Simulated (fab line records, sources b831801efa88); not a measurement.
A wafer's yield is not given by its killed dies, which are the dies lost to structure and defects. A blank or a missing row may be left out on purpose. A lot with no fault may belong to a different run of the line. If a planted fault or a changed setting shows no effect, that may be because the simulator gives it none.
Matching of chambers	flow sky130	SKY_PASSIVATION_CVD_00 on pecvd-02 has 3 sister chambers
The step deposits SiO2, target thk 90 nm. 20 wafers are shown with their chamber, then 10 later ones without.

## WAFERS, EACH WITH ITS CHAMBER
wafer	chamber	heaterPowerW (W)
L074.2	0	810
L074.4	2	569
L074.6	2	586
L075.1	1	697
L075.2	0	841
L075.5	2	575
L076.3	1	565
L076.4	2	569
L076.6	1	567
L077.2	1	553
L077.3	2	622
L077.6	0	875
L078.1	1	534
L078.5	0	898
L078.6	2	583
L079.1	0	891
L079.2	1	608
L079.3	2	577
L081.3	2	620
L081.5	0	910

SIGNATURES (means of the wafers above)
reading	chamber 0	chamber 1	chamber 2	scatter within a chamber
heaterPowerW	870.83	587.33	587.62	40.5
Rule: a wafer's distance from a chamber is the root of the sum, over the readings, of the square of ((its reading less the chamber's mean) divided by the reading's scatter). If the next closest chamber is less than 2 further off than the closest, the wafer can't be placed; otherwise it belongs to the closest. The scatter is the square root of a quotient: the sum, over the shown wafers, of each reading's squared deviation from its chamber's mean, divided by wafers minus chambers.

## WAFERS WITH NO CHAMBER GIVEN
wafer	heaterPowerW (W)
L081.6	633
L085.1	840
L085.4	538
L085.5	856
L094.2	580
L094.4	539
L094.6	592
L097.1	893
L097.3	632
L097.4	886

## THE CHAMBER EACH PASSED THROUGH
wafer	from the rows above	in truth
L081.6	can't be placed: 2 or 1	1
L085.1	0	0
L085.4	can't be placed: 1 or 2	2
L085.5	0	0
L094.2	can't be placed: 1 or 2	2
L094.4	can't be placed: 1 or 2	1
L094.6	can't be placed: 2 or 1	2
L097.1	0	0
L097.3	can't be placed: 2 or 1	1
L097.4	0	0
Placed correctly: 4 of 10. From these rows, 6 cannot be placed; in 6 the true chamber is one of the candidates. Placed wrongly: 0.
